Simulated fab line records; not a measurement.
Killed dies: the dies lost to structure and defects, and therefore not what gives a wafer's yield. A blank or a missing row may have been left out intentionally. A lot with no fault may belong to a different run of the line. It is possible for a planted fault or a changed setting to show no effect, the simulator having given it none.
fab line records || flow gf180mcu || part 2 of 2: steps 31 to 41 of 41
record: {"lots": 5, "wafers": 15, "last-day": 34}
route steps=602 shown PSD@251 NSD@262 SAB@264 SALICIDE@278 CONTACT@287
lots with no fault: from the same line, run without faults
start-h: start of the lot's first displayed wafer, in hours after the record's first day || wait-h: hours since the lot's step before || " unchanged from the row above || L1.1+2: several wafers, shown together as one row || - no value present, or no start provided || * or withheld: withheld || < > ~ a bound
route shown NAME@n: a module of which the file shows steps, and the number in the route of the first || usual: mean/standard deviation taken from wafers without a fault || same: alike in all rows || chamber/n: place in a boat || sites: the reading at each site || _std_site: the values' standard deviation || _edge_site: the outer-site mean with the inner-site mean subtracted || radius-mm: for every site, how far away it sits from the centre of the wafer || mask NAME#n: copy n || behind: tool/chamber where the wafer was last shaped || hold: why the lot was held/for how many hours/how that ended || device: the n, p or np transistor that did not switch || end of line: the same wafers' tests at the end of the route || a step with no rows: only its recipe || killed: at the first sort, the dies lost to defects and structure; wafer yield is something else || map: dies across one wafer; x = killed, . = not, _ = none there
set.NAME: the setting the step ran with; set.NAME@STEP: the setting that earlier step ran with || model.NAME: the simulator's own value behind a step, which no gauge read
a table for each step, a row for each wafer; lots at some steps of the route
services: the hour from which a tool's chamber was out of use, counted from the record's first day as start-h (under 0 if before that day), plus the number of hours and why
== steps ==
step: GF_SALICIDE_SPUTTER_03
recipe: {"material": "TiN", "target-thk-nm": 20, "power-w": 6500, "time-s": 16.7, "chamber-pressure-pa": 0.4}
usual: {"throttle-valve-pct": "29.8/1.3"}
{"lot.wafer": "L081.3", "tool": "pvd-sputter-01", "chamber": "-", "start-h": 388.99, "wait-h": 0.0, "throttle-valve-pct": 30.8}
{"lot.wafer": "L081.5", "tool": "pvd-sputter-01", "chamber": "-", "start-h": 388.99, "wait-h": 0.0, "throttle-valve-pct": 30.7}
{"lot.wafer": "L081.6", "tool": "pvd-sputter-01", "chamber": "-", "start-h": 388.99, "wait-h": 0.0, "throttle-valve-pct": 29.6}
{"lot.wafer": "L083.1", "tool": "pvd-sputter-03", "chamber": "-", "start-h": 410.24, "wait-h": 0.0, "throttle-valve-pct": 30.0}
{"lot.wafer": "L083.2", "tool": "pvd-sputter-03", "chamber": "-", "start-h": 410.24, "wait-h": 0.0, "throttle-valve-pct": 27.7}
{"lot.wafer": "L083.6", "tool": "pvd-sputter-03", "chamber": "-", "start-h": 410.24, "wait-h": 0.0, "throttle-valve-pct": 29.6}
{"lot.wafer": "L084.1", "tool": "pvd-sputter-01", "chamber": "-", "start-h": 415.69, "wait-h": 0.0, "throttle-valve-pct": 30.1}
{"lot.wafer": "L084.2", "tool": "pvd-sputter-01", "chamber": "-", "start-h": 415.69, "wait-h": 0.0, "throttle-valve-pct": 27.2}
{"lot.wafer": "L084.3", "tool": "pvd-sputter-01", "chamber": "-", "start-h": 415.69, "wait-h": 0.0, "throttle-valve-pct": 29.2}
{"lot.wafer": "L088.1", "tool": "pvd-sputter-04", "chamber": "-", "start-h": 459.74, "wait-h": 0.0, "throttle-valve-pct": 28.7}
{"lot.wafer": "L088.2", "tool": "pvd-sputter-04", "chamber": "-", "start-h": 459.74, "wait-h": 0.0, "throttle-valve-pct": 30.8}
{"lot.wafer": "L088.6", "tool": "pvd-sputter-04", "chamber": "-", "start-h": 459.74, "wait-h": 0.0, "throttle-valve-pct": 30.7}
{"lot.wafer": "L097.2", "tool": "pvd-sputter-04", "chamber": "-", "start-h": 543.25, "wait-h": 0.0, "throttle-valve-pct": 28.5}
{"lot.wafer": "L097.3", "tool": "pvd-sputter-04", "chamber": "-", "start-h": 543.25, "wait-h": 0.0, "throttle-valve-pct": 30.7}
{"lot.wafer": "L097.5", "tool": "pvd-sputter-04", "chamber": "-", "start-h": 543.25, "wait-h": 0.0, "throttle-valve-pct": 30.0}
step: GF_SALICIDE_RS_MEAS_04
recipe: {"thk-meas-gauge": "four-point-probe", "reads": "TiN_of_SALICIDE_SPUTTER_03+Co_of_SALICIDE_SPUTTER_02"}
usual: {"SALICIDE_TIN_RS": "16.2/0.33"}
{"lot.wafer": "L081.3", "tool": "film-metro-03", "chamber": "-", "start-h": 389.06, "wait-h": 0.1, "SALICIDE_TIN_RS[ohm/sq]": 16.7}
{"lot.wafer": "L081.5", "tool": "film-metro-03", "chamber": "-", "start-h": 389.06, "wait-h": 0.1, "SALICIDE_TIN_RS[ohm/sq]": 16.5}
{"lot.wafer": "L081.6", "tool": "film-metro-03", "chamber": "-", "start-h": 389.06, "wait-h": 0.1, "SALICIDE_TIN_RS[ohm/sq]": 16.8}
{"lot.wafer": "L083.1", "tool": "film-metro-04", "chamber": "-", "start-h": 410.27, "wait-h": 0.0, "SALICIDE_TIN_RS[ohm/sq]": 15.7}
{"lot.wafer": "L083.2", "tool": "film-metro-04", "chamber": "-", "start-h": 410.27, "wait-h": 0.0, "SALICIDE_TIN_RS[ohm/sq]": 15.7}
{"lot.wafer": "L083.6", "tool": "film-metro-04", "chamber": "-", "start-h": 410.27, "wait-h": 0.0, "SALICIDE_TIN_RS[ohm/sq]": 15.7}
{"lot.wafer": "L084.1", "tool": "film-metro-01", "chamber": "-", "start-h": 415.71, "wait-h": 0.0, "SALICIDE_TIN_RS[ohm/sq]": 15.9}
{"lot.wafer": "L084.2", "tool": "film-metro-01", "chamber": "-", "start-h": 415.71, "wait-h": 0.0, "SALICIDE_TIN_RS[ohm/sq]": 16.1}
{"lot.wafer": "L084.3", "tool": "film-metro-01", "chamber": "-", "start-h": 415.71, "wait-h": 0.0, "SALICIDE_TIN_RS[ohm/sq]": 15.9}
{"lot.wafer": "L088.1", "tool": "film-metro-01", "chamber": "-", "start-h": 459.76, "wait-h": 0.0, "SALICIDE_TIN_RS[ohm/sq]": 15.9}
{"lot.wafer": "L088.2", "tool": "film-metro-01", "chamber": "-", "start-h": 459.76, "wait-h": 0.0, "SALICIDE_TIN_RS[ohm/sq]": 16.1}
{"lot.wafer": "L088.6", "tool": "film-metro-01", "chamber": "-", "start-h": 459.76, "wait-h": 0.0, "SALICIDE_TIN_RS[ohm/sq]": 16.1}
{"lot.wafer": "L097.2", "tool": "film-metro-03", "chamber": "-", "start-h": 543.30, "wait-h": 0.0, "SALICIDE_TIN_RS[ohm/sq]": 16.3}
{"lot.wafer": "L097.3", "tool": "film-metro-03", "chamber": "-", "start-h": 543.30, "wait-h": 0.0, "SALICIDE_TIN_RS[ohm/sq]": 16.3}
{"lot.wafer": "L097.5", "tool": "film-metro-03", "chamber": "-", "start-h": 543.30, "wait-h": 0.0, "SALICIDE_TIN_RS[ohm/sq]": 16.1}
step: GF_SALICIDE_THK_MEAS_05
recipe: {"thk-meas-gauge": "xrf", "reads": "TiN_of_SALICIDE_SPUTTER_03"}
usual: {"SALICIDE_TIN_THK": "19.91/0.28"}
{"lot.wafer": "L081.3", "tool": "film-metro-03", "chamber": "-", "start-h": 389.16, "wait-h": 0.1, "SALICIDE_TIN_THK[nm]": 20.00}
{"lot.wafer": "L081.5", "tool": "film-metro-03", "chamber": "-", "start-h": 389.16, "wait-h": 0.1, "SALICIDE_TIN_THK[nm]": 19.80}
{"lot.wafer": "L081.6", "tool": "film-metro-03", "chamber": "-", "start-h": 389.16, "wait-h": 0.1, "SALICIDE_TIN_THK[nm]": 19.70}
{"lot.wafer": "L083.1", "tool": "film-metro-04", "chamber": "-", "start-h": 410.39, "wait-h": 0.1, "SALICIDE_TIN_THK[nm]": 20.02}
{"lot.wafer": "L083.2", "tool": "film-metro-04", "chamber": "-", "start-h": 410.39, "wait-h": 0.1, "SALICIDE_TIN_THK[nm]": 19.82}
{"lot.wafer": "L083.6", "tool": "film-metro-04", "chamber": "-", "start-h": 410.39, "wait-h": 0.1, "SALICIDE_TIN_THK[nm]": 19.90}
{"lot.wafer": "L084.1", "tool": "film-metro-01", "chamber": "-", "start-h": 415.83, "wait-h": 0.1, "SALICIDE_TIN_THK[nm]": 20.04}
{"lot.wafer": "L084.2", "tool": "film-metro-01", "chamber": "-", "start-h": 415.83, "wait-h": 0.1, "SALICIDE_TIN_THK[nm]": 20.43}
{"lot.wafer": "L084.3", "tool": "film-metro-01", "chamber": "-", "start-h": 415.83, "wait-h": 0.1, "SALICIDE_TIN_THK[nm]": 20.03}
{"lot.wafer": "L088.1", "tool": "film-metro-01", "chamber": "-", "start-h": 459.88, "wait-h": 0.1, "SALICIDE_TIN_THK[nm]": 19.75}
{"lot.wafer": "L088.2", "tool": "film-metro-01", "chamber": "-", "start-h": 459.88, "wait-h": 0.1, "SALICIDE_TIN_THK[nm]": 19.66}
{"lot.wafer": "L088.6", "tool": "film-metro-01", "chamber": "-", "start-h": 459.88, "wait-h": 0.1, "SALICIDE_TIN_THK[nm]": 19.95}
{"lot.wafer": "L097.2", "tool": "film-metro-03", "chamber": "-", "start-h": 543.41, "wait-h": 0.1, "SALICIDE_TIN_THK[nm]": 20.12}
{"lot.wafer": "L097.3", "tool": "film-metro-03", "chamber": "-", "start-h": 543.41, "wait-h": 0.1, "SALICIDE_TIN_THK[nm]": 20.24}
{"lot.wafer": "L097.5", "tool": "film-metro-03", "chamber": "-", "start-h": 543.41, "wait-h": 0.1, "SALICIDE_TIN_THK[nm]": 20.13}
step: GF_SALICIDE_RTA_06
recipe: {"temp-c": 530, "time-s": 30, "ambient": "N2"}
usual: {"lamp-power-pct": "6.6/0.52", "wafer_temp_C_max": "532.9/0.52"}
{"lot.wafer": "L081.3", "tool": "rtp-anneal-02", "chamber": 0, "start-h": 389.23, "wait-h": 0.1, "lamp-power-pct": 6.2, "wafer_temp_C_max": 532.9}
{"lot.wafer": "L081.5", "tool": "rtp-anneal-02", "chamber": 0, "start-h": 389.23, "wait-h": 0.1, "lamp-power-pct": 6.2, "wafer_temp_C_max": 532.8}
{"lot.wafer": "L081.6", "tool": "rtp-anneal-02", "chamber": 0, "start-h": 389.23, "wait-h": 0.1, "lamp-power-pct": 6.2, "wafer_temp_C_max": 533.5}
{"lot.wafer": "L083.1", "tool": "rtp-anneal-02", "chamber": 0, "start-h": 410.45, "wait-h": 0.1, "lamp-power-pct": 6.2, "wafer_temp_C_max": 532.5}
{"lot.wafer": "L083.2", "tool": "rtp-anneal-02", "chamber": 0, "start-h": 410.45, "wait-h": 0.1, "lamp-power-pct": 6.2, "wafer_temp_C_max": 532.2}
{"lot.wafer": "L083.6", "tool": "rtp-anneal-02", "chamber": 0, "start-h": 410.45, "wait-h": 0.1, "lamp-power-pct": 6.2, "wafer_temp_C_max": 532.9}
{"lot.wafer": "L084.1", "tool": "rtp-anneal-02", "chamber": 0, "start-h": 415.89, "wait-h": 0.1, "lamp-power-pct": 6.2, "wafer_temp_C_max": 534.4}
{"lot.wafer": "L084.2", "tool": "rtp-anneal-02", "chamber": 0, "start-h": 415.89, "wait-h": 0.1, "lamp-power-pct": 6.2, "wafer_temp_C_max": 532.8}
{"lot.wafer": "L084.3", "tool": "rtp-anneal-02", "chamber": 0, "start-h": 415.89, "wait-h": 0.1, "lamp-power-pct": 6.2, "wafer_temp_C_max": 532.1}
{"lot.wafer": "L088.1", "tool": "rtp-anneal-01", "chamber": 0, "start-h": 459.94, "wait-h": 0.1, "lamp-power-pct": 7.3, "wafer_temp_C_max": 533.0}
{"lot.wafer": "L088.2", "tool": "rtp-anneal-01", "chamber": 0, "start-h": 459.94, "wait-h": 0.1, "lamp-power-pct": 7.3, "wafer_temp_C_max": 532.9}
{"lot.wafer": "L088.6", "tool": "rtp-anneal-01", "chamber": 0, "start-h": 459.94, "wait-h": 0.1, "lamp-power-pct": 7.3, "wafer_temp_C_max": 532.6}
{"lot.wafer": "L097.2", "tool": "rtp-anneal-02", "chamber": 0, "start-h": 543.48, "wait-h": 0.1, "lamp-power-pct": 6.2, "wafer_temp_C_max": 533.1}
{"lot.wafer": "L097.3", "tool": "rtp-anneal-02", "chamber": 0, "start-h": 543.48, "wait-h": 0.1, "lamp-power-pct": 6.2, "wafer_temp_C_max": 533.3}
{"lot.wafer": "L097.5", "tool": "rtp-anneal-02", "chamber": 0, "start-h": 543.48, "wait-h": 0.1, "lamp-power-pct": 6.2, "wafer_temp_C_max": 533.0}
step: GF_SALICIDE_WET_ETCH_07
recipe: {"chemistry": "SPM", "target-depth-nm": 120, "dry": "n2-spin"}
{"lot.wafer": "L081.3+5+6", "tool": "wet-bench-04", "chamber": 1, "start-h": 389.30, "wait-h": 0.1}
{"lot.wafer": "L083.1+2+6", "tool": "wet-bench-03", "chamber": 1, "start-h": 410.55, "wait-h": 0.1}
{"lot.wafer": "L084.1+2+3", "tool": "wet-bench-02", "chamber": 3, "start-h": 415.99, "wait-h": 0.1}
{"lot.wafer": "L088.1+2+6", "tool": "wet-bench-02", "chamber": 1, "start-h": 460.04, "wait-h": 0.1}
{"lot.wafer": "L097.2+3+5", "tool": "wet-bench-03", "chamber": 1, "start-h": 543.56, "wait-h": 0.1}
step: GF_SALICIDE_RTA_08
recipe: {"temp-c": 800, "time-s": 30, "ambient": "N2"}
usual: {"lamp-power-pct": "19.4/1.4", "wafer_temp_C_max": "804.6/0.96"}
{"lot.wafer": "L081.3", "tool": "rtp-anneal-01", "chamber": 0, "start-h": 389.42, "wait-h": 0.0, "lamp-power-pct": 20.2, "wafer_temp_C_max": 805.1}
{"lot.wafer": "L081.5", "tool": "rtp-anneal-01", "chamber": 0, "start-h": 389.42, "wait-h": 0.0, "lamp-power-pct": 20.3, "wafer_temp_C_max": 804.5}
{"lot.wafer": "L081.6", "tool": "rtp-anneal-01", "chamber": 0, "start-h": 389.42, "wait-h": 0.0, "lamp-power-pct": 20.2, "wafer_temp_C_max": 804.4}
{"lot.wafer": "L083.1", "tool": "rtp-anneal-01", "chamber": 0, "start-h": 410.64, "wait-h": 0.0, "lamp-power-pct": 20.3, "wafer_temp_C_max": 803.2}
{"lot.wafer": "L083.2", "tool": "rtp-anneal-01", "chamber": 0, "start-h": 410.64, "wait-h": 0.0, "lamp-power-pct": 20.2, "wafer_temp_C_max": 803.7}
{"lot.wafer": "L083.6", "tool": "rtp-anneal-01", "chamber": 0, "start-h": 410.64, "wait-h": 0.0, "lamp-power-pct": 20.3, "wafer_temp_C_max": 803.3}
{"lot.wafer": "L084.1", "tool": "rtp-anneal-01", "chamber": 0, "start-h": 416.18, "wait-h": 0.0, "lamp-power-pct": 20.2, "wafer_temp_C_max": 803.9}
{"lot.wafer": "L084.2", "tool": "rtp-anneal-01", "chamber": 0, "start-h": 416.18, "wait-h": 0.0, "lamp-power-pct": 20.3, "wafer_temp_C_max": 804.0}
{"lot.wafer": "L084.3", "tool": "rtp-anneal-01", "chamber": 0, "start-h": 416.18, "wait-h": 0.0, "lamp-power-pct": 20.3, "wafer_temp_C_max": 805.7}
{"lot.wafer": "L088.1", "tool": "rtp-anneal-02", "chamber": 0, "start-h": 460.14, "wait-h": 0.0, "lamp-power-pct": 17.2, "wafer_temp_C_max": 804.9}
{"lot.wafer": "L088.2", "tool": "rtp-anneal-02", "chamber": 0, "start-h": 460.14, "wait-h": 0.0, "lamp-power-pct": 17.2, "wafer_temp_C_max": 804.1}
{"lot.wafer": "L088.6", "tool": "rtp-anneal-02", "chamber": 0, "start-h": 460.14, "wait-h": 0.0, "lamp-power-pct": 17.2, "wafer_temp_C_max": 804.0}
{"lot.wafer": "L097.2", "tool": "rtp-anneal-01", "chamber": 0, "start-h": 543.67, "wait-h": 0.0, "lamp-power-pct": 20.3, "wafer_temp_C_max": 803.5}
{"lot.wafer": "L097.3", "tool": "rtp-anneal-01", "chamber": 0, "start-h": 543.67, "wait-h": 0.0, "lamp-power-pct": 20.3, "wafer_temp_C_max": 805.7}
{"lot.wafer": "L097.5", "tool": "rtp-anneal-01", "chamber": 0, "start-h": 543.67, "wait-h": 0.0, "lamp-power-pct": 20.3, "wafer_temp_C_max": 805.4}
step: GF_CONTACT_CVD_00
recipe: {"material": "SiO2", "target-thk-nm": 300, "sigma-open-frac": 0.3, "temp-c": 400, "time-s": 50, "sih4-flow-sccm": 60, "pressure-mtorr": 6}
{"lot.wafer": "L081.3+5+6", "tool": "hdpcvd-02", "chamber": "1,1,0", "start-h": 389.49, "wait-h": 0.1}
{"lot.wafer": "L083.1+2+6", "tool": "hdpcvd-02", "chamber": "2,0,0", "start-h": 410.74, "wait-h": 0.1}
{"lot.wafer": "L084.1+2+3", "tool": "hdpcvd-02", "chamber": "0,1,2", "start-h": 416.28, "wait-h": 0.1}
{"lot.wafer": "L088.1+2+6", "tool": "hdpcvd-01", "chamber": "0,2,0", "start-h": 460.24, "wait-h": 0.1}
{"lot.wafer": "L097.2+3+5", "tool": "hdpcvd-01", "chamber": "1,2,1", "start-h": 543.75, "wait-h": 0.1}
step: GF_CONTACT_THK_MEAS_01
recipe: {"reads": "SiO2_of_CONTACT_CVD_00"}
usual: {"CONTACT_CVD_00_THK": "299/3.3"}
{"lot.wafer": "L081.3", "tool": "film-metro-04", "chamber": "-", "start-h": 389.55, "wait-h": 0.0, "CONTACT_CVD_00_THK[nm]": 292}
{"lot.wafer": "L081.5", "tool": "film-metro-04", "chamber": "-", "start-h": 389.55, "wait-h": 0.0, "CONTACT_CVD_00_THK[nm]": 293}
{"lot.wafer": "L081.6", "tool": "film-metro-04", "chamber": "-", "start-h": 389.55, "wait-h": 0.0, "CONTACT_CVD_00_THK[nm]": 298}
{"lot.wafer": "L083.1", "tool": "film-metro-04", "chamber": "-", "start-h": 410.78, "wait-h": 0.0, "CONTACT_CVD_00_THK[nm]": 302}
{"lot.wafer": "L083.2", "tool": "film-metro-04", "chamber": "-", "start-h": 410.78, "wait-h": 0.0, "CONTACT_CVD_00_THK[nm]": 299}
{"lot.wafer": "L083.6", "tool": "film-metro-04", "chamber": "-", "start-h": 410.78, "wait-h": 0.0, "CONTACT_CVD_00_THK[nm]": 293}
{"lot.wafer": "L084.1", "tool": "film-metro-02", "chamber": "-", "start-h": 416.32, "wait-h": 0.0, "CONTACT_CVD_00_THK[nm]": 298}
{"lot.wafer": "L084.2", "tool": "film-metro-02", "chamber": "-", "start-h": 416.32, "wait-h": 0.0, "CONTACT_CVD_00_THK[nm]": 299}
{"lot.wafer": "L084.3", "tool": "film-metro-02", "chamber": "-", "start-h": 416.32, "wait-h": 0.0, "CONTACT_CVD_00_THK[nm]": 304}
{"lot.wafer": "L088.1", "tool": "film-metro-04", "chamber": "-", "start-h": 460.30, "wait-h": 0.0, "CONTACT_CVD_00_THK[nm]": 294}
{"lot.wafer": "L088.2", "tool": "film-metro-04", "chamber": "-", "start-h": 460.30, "wait-h": 0.0, "CONTACT_CVD_00_THK[nm]": 298}
{"lot.wafer": "L088.6", "tool": "film-metro-04", "chamber": "-", "start-h": 460.30, "wait-h": 0.0, "CONTACT_CVD_00_THK[nm]": 296}
{"lot.wafer": "L097.2", "tool": "film-metro-03", "chamber": "-", "start-h": 543.81, "wait-h": 0.0, "CONTACT_CVD_00_THK[nm]": 300}
{"lot.wafer": "L097.3", "tool": "film-metro-03", "chamber": "-", "start-h": 543.81, "wait-h": 0.0, "CONTACT_CVD_00_THK[nm]": 304}
{"lot.wafer": "L097.5", "tool": "film-metro-03", "chamber": "-", "start-h": 543.81, "wait-h": 0.0, "CONTACT_CVD_00_THK[nm]": 302}
step: GF_CONTACT_CVD_02
recipe: {"material": "SiO2", "target-thk-nm": 860, "precursor": "TEOS", "temp-c": 400, "time-s": 95.992, "rf-w": 600}
usual: {"heater-power-w": "706/74"}
{"lot.wafer": "L081.3", "tool": "pecvd-01", "chamber": 2, "start-h": 389.59, "wait-h": 0.0, "heater-power-w": 805}
{"lot.wafer": "L081.5", "tool": "pecvd-01", "chamber": 0, "start-h": 389.59, "wait-h": 0.0, "heater-power-w": 678}
{"lot.wafer": "L081.6", "tool": "pecvd-01", "chamber": 1, "start-h": 389.59, "wait-h": 0.0, "heater-power-w": 644}
{"lot.wafer": "L083.1", "tool": "pecvd-02", "chamber": 0, "start-h": 410.84, "wait-h": 0.1, "heater-power-w": 830}
{"lot.wafer": "L083.2", "tool": "pecvd-02", "chamber": 2, "start-h": 410.84, "wait-h": 0.1, "heater-power-w": 736}
{"lot.wafer": "L083.6", "tool": "pecvd-02", "chamber": 2, "start-h": 410.84, "wait-h": 0.1, "heater-power-w": 591}
{"lot.wafer": "L084.1", "tool": "pecvd-01", "chamber": 2, "start-h": 416.38, "wait-h": 0.1, "heater-power-w": 750}
{"lot.wafer": "L084.2", "tool": "pecvd-01", "chamber": 0, "start-h": 416.38, "wait-h": 0.1, "heater-power-w": 673}
{"lot.wafer": "L084.3", "tool": "pecvd-01", "chamber": 1, "start-h": 416.38, "wait-h": 0.1, "heater-power-w": 780}
{"lot.wafer": "L088.1", "tool": "pecvd-01", "chamber": 0, "start-h": 460.36, "wait-h": 0.1, "heater-power-w": 708}
{"lot.wafer": "L088.2", "tool": "pecvd-01", "chamber": 1, "start-h": 460.36, "wait-h": 0.1, "heater-power-w": 759}
{"lot.wafer": "L088.6", "tool": "pecvd-01", "chamber": 1, "start-h": 460.36, "wait-h": 0.1, "heater-power-w": 778}
{"lot.wafer": "L097.2", "tool": "pecvd-04", "chamber": 1, "start-h": 543.86, "wait-h": 0.0, "heater-power-w": 670}
{"lot.wafer": "L097.3", "tool": "pecvd-04", "chamber": 0, "start-h": 543.86, "wait-h": 0.0, "heater-power-w": 835}
{"lot.wafer": "L097.5", "tool": "pecvd-04", "chamber": 2, "start-h": 543.86, "wait-h": 0.0, "heater-power-w": 796}
step: GF_CONTACT_THK_MEAS_03
recipe: {"reads": "SiO2_of_CONTACT_CVD_02"}
usual: {"CONTACT_CVD_02_THK": "861/11"}
{"lot.wafer": "L081.3", "tool": "film-metro-04", "chamber": "-", "start-h": 389.68, "wait-h": 0.1, "CONTACT_CVD_02_THK[nm]": 840}
{"lot.wafer": "L081.5", "tool": "film-metro-04", "chamber": "-", "start-h": 389.68, "wait-h": 0.1, "CONTACT_CVD_02_THK[nm]": 873}
{"lot.wafer": "L081.6", "tool": "film-metro-04", "chamber": "-", "start-h": 389.68, "wait-h": 0.1, "CONTACT_CVD_02_THK[nm]": 856}
{"lot.wafer": "L083.1", "tool": "film-metro-02", "chamber": "-", "start-h": 410.91, "wait-h": 0.0, "CONTACT_CVD_02_THK[nm]": 863}
{"lot.wafer": "L083.2", "tool": "film-metro-02", "chamber": "-", "start-h": 410.91, "wait-h": 0.0, "CONTACT_CVD_02_THK[nm]": 858}
{"lot.wafer": "L083.6", "tool": "film-metro-02", "chamber": "-", "start-h": 410.91, "wait-h": 0.0, "CONTACT_CVD_02_THK[nm]": 868}
{"lot.wafer": "L084.1", "tool": "film-metro-02", "chamber": "-", "start-h": 416.45, "wait-h": 0.0, "CONTACT_CVD_02_THK[nm]": 860}
{"lot.wafer": "L084.2", "tool": "film-metro-02", "chamber": "-", "start-h": 416.45, "wait-h": 0.0, "CONTACT_CVD_02_THK[nm]": 854}
{"lot.wafer": "L084.3", "tool": "film-metro-02", "chamber": "-", "start-h": 416.45, "wait-h": 0.0, "CONTACT_CVD_02_THK[nm]": 847}
{"lot.wafer": "L088.1", "tool": "film-metro-02", "chamber": "-", "start-h": 460.43, "wait-h": 0.0, "CONTACT_CVD_02_THK[nm]": 851}
{"lot.wafer": "L088.2", "tool": "film-metro-02", "chamber": "-", "start-h": 460.43, "wait-h": 0.0, "CONTACT_CVD_02_THK[nm]": 844}
{"lot.wafer": "L088.6", "tool": "film-metro-02", "chamber": "-", "start-h": 460.43, "wait-h": 0.0, "CONTACT_CVD_02_THK[nm]": 838}
{"lot.wafer": "L097.2", "tool": "film-metro-03", "chamber": "-", "start-h": 543.94, "wait-h": 0.0, "CONTACT_CVD_02_THK[nm]": 846}
{"lot.wafer": "L097.3", "tool": "film-metro-03", "chamber": "-", "start-h": 543.94, "wait-h": 0.0, "CONTACT_CVD_02_THK[nm]": 850}
{"lot.wafer": "L097.5", "tool": "film-metro-03", "chamber": "-", "start-h": 543.94, "wait-h": 0.0, "CONTACT_CVD_02_THK[nm]": 868}
step: GF_CONTACT_CMP_04
recipe: {"material": "SiO2", "down-force-psi": 4, "platen-rpm": 60, "pad-velocity-m-s": 0.94248}
usual: {"motor-current-A": "11.6/1.7", "time-to-endpoint-s": "112/7"}
{"lot.wafer": "L081.3", "tool": "cmp-02", "chamber": 3, "start-h": 389.79, "wait-h": 0.1, "motor-current-A": 11.1, "time-to-endpoint-s": 97}
{"lot.wafer": "L081.6", "tool": "cmp-02", "chamber": 2, "start-h": 389.79, "wait-h": 0.1, "motor-current-A": 12.7, "time-to-endpoint-s": 108}
{"lot.wafer": "L081.5", "tool": "cmp-02", "chamber": 3, "start-h": 389.79, "wait-h": 0.1, "motor-current-A": 11.0, "time-to-endpoint-s": 114}
{"lot.wafer": "L083.1", "tool": "cmp-02", "chamber": 3, "start-h": 411.02, "wait-h": 0.1, "motor-current-A": 11.1, "time-to-endpoint-s": 108}
{"lot.wafer": "L083.2", "tool": "cmp-02", "chamber": 1, "start-h": 411.02, "wait-h": 0.1, "motor-current-A": 13.8, "time-to-endpoint-s": 109}
{"lot.wafer": "L083.6", "tool": "cmp-02", "chamber": 3, "start-h": 411.02, "wait-h": 0.1, "motor-current-A": 10.7, "time-to-endpoint-s": 109}
{"lot.wafer": "L084.2", "tool": "cmp-02", "chamber": 2, "start-h": 416.51, "wait-h": 0.0, "motor-current-A": 12.7, "time-to-endpoint-s": 112}
{"lot.wafer": "L084.1", "tool": "cmp-02", "chamber": 3, "start-h": 416.51, "wait-h": 0.0, "motor-current-A": 10.4, "time-to-endpoint-s": 113}
{"lot.wafer": "L084.3", "tool": "cmp-02", "chamber": 0, "start-h": 416.51, "wait-h": 0.0, "motor-current-A": 13.0, "time-to-endpoint-s": 111}
{"lot.wafer": "L088.1", "tool": "cmp-01", "chamber": 2, "start-h": 460.59, "wait-h": 0.1, "motor-current-A": 13.8, "time-to-endpoint-s": 104}
{"lot.wafer": "L088.2", "tool": "cmp-01", "chamber": 3, "start-h": 460.59, "wait-h": 0.1, "motor-current-A": 10.0, "time-to-endpoint-s": 104}
{"lot.wafer": "L088.6", "tool": "cmp-01", "chamber": 0, "start-h": 460.59, "wait-h": 0.1, "motor-current-A": 9.5, "time-to-endpoint-s": 99}
{"lot.wafer": "L097.3", "tool": "cmp-01", "chamber": 1, "start-h": 544.04, "wait-h": 0.1, "motor-current-A": 11.6, "time-to-endpoint-s": 110}
{"lot.wafer": "L097.2", "tool": "cmp-01", "chamber": 2, "start-h": 544.04, "wait-h": 0.1, "motor-current-A": 13.3, "time-to-endpoint-s": 109}
{"lot.wafer": "L097.5", "tool": "cmp-01", "chamber": 1, "start-h": 544.04, "wait-h": 0.1, "motor-current-A": 11.5, "time-to-endpoint-s": 114}
== services ==
{"tool": "iline-stepper-01", "chamber": "-", "start-h": 339.60, "hours": 1.7, "kind": "pm"}
{"tool": "pecvd-01", "chamber": "-", "start-h": 350.74, "hours": 5.5, "kind": "pm"}
{"tool": "pvd-sputter-04", "chamber": "-", "start-h": 369.77, "hours": 3.0, "kind": "repair"}
{"tool": "pvd-sputter-04", "chamber": "-", "start-h": 374.42, "hours": 57.9, "kind": "repair"}
{"tool": "iline-stepper-02", "chamber": "-", "start-h": 378.52, "hours": 9.9, "kind": "repair"}
{"tool": "iline-stepper-02", "chamber": "-", "start-h": 379.63, "hours": 0.8, "kind": "repair"}
{"tool": "hdpcvd-02", "chamber": "-", "start-h": 390.56, "hours": 2.4, "kind": "repair"}
{"tool": "wet-bench-04", "chamber": "-", "start-h": 402.16, "hours": 1.9, "kind": "pm"}
{"tool": "pecvd-04", "chamber": "-", "start-h": 411.18, "hours": 14.6, "kind": "pm"}
{"tool": "cmp-02", "chamber": "-", "start-h": 418.70, "hours": 6.1, "kind": "pm"}
{"tool": "hdpcvd-02", "chamber": "-", "start-h": 420.36, "hours": 0.5, "kind": "repair"}
{"tool": "plasma-asher-04", "chamber": "-", "start-h": 421.34, "hours": 9.0, "kind": "pm"}
{"tool": "iline-stepper-02", "chamber": "-", "start-h": 423.72, "hours": 1.7, "kind": "pm"}
{"tool": "iline-stepper-01", "chamber": "-", "start-h": 444.97, "hours": 1.7, "kind": "repair"}
{"tool": "hdpcvd-02", "chamber": "-", "start-h": 468.80, "hours": 2.8, "kind": "pm"}
{"tool": "pvd-sputter-04", "chamber": "-", "start-h": 480.97, "hours": 4.6, "kind": "repair"}
{"tool": "pvd-sputter-01", "chamber": "-", "start-h": 492.24, "hours": 3.8, "kind": "repair"}
{"tool": "cmp-02", "chamber": "-", "start-h": 504.98, "hours": 15.0, "kind": "pm"}
{"tool": "pecvd-01", "chamber": 2, "start-h": 519.22, "hours": 23.0, "kind": "repair"}
{"tool": "pvd-sputter-01", "chamber": "-", "start-h": 520.43, "hours": 4.7, "kind": "repair"}
{"tool": "pecvd-01", "chamber": 0, "start-h": 522.41, "hours": 5.1, "kind": "repair"}
{"tool": "cmp-02", "chamber": "-", "start-h": 531.89, "hours": 4.4, "kind": "pm"}
{"tool": "plasma-asher-02", "chamber": "-", "start-h": 535.89, "hours": 0.6, "kind": "repair"}
{"tool": "hdpcvd-02", "chamber": "-", "start-h": 539.25, "hours": 15.0, "kind": "pm"}
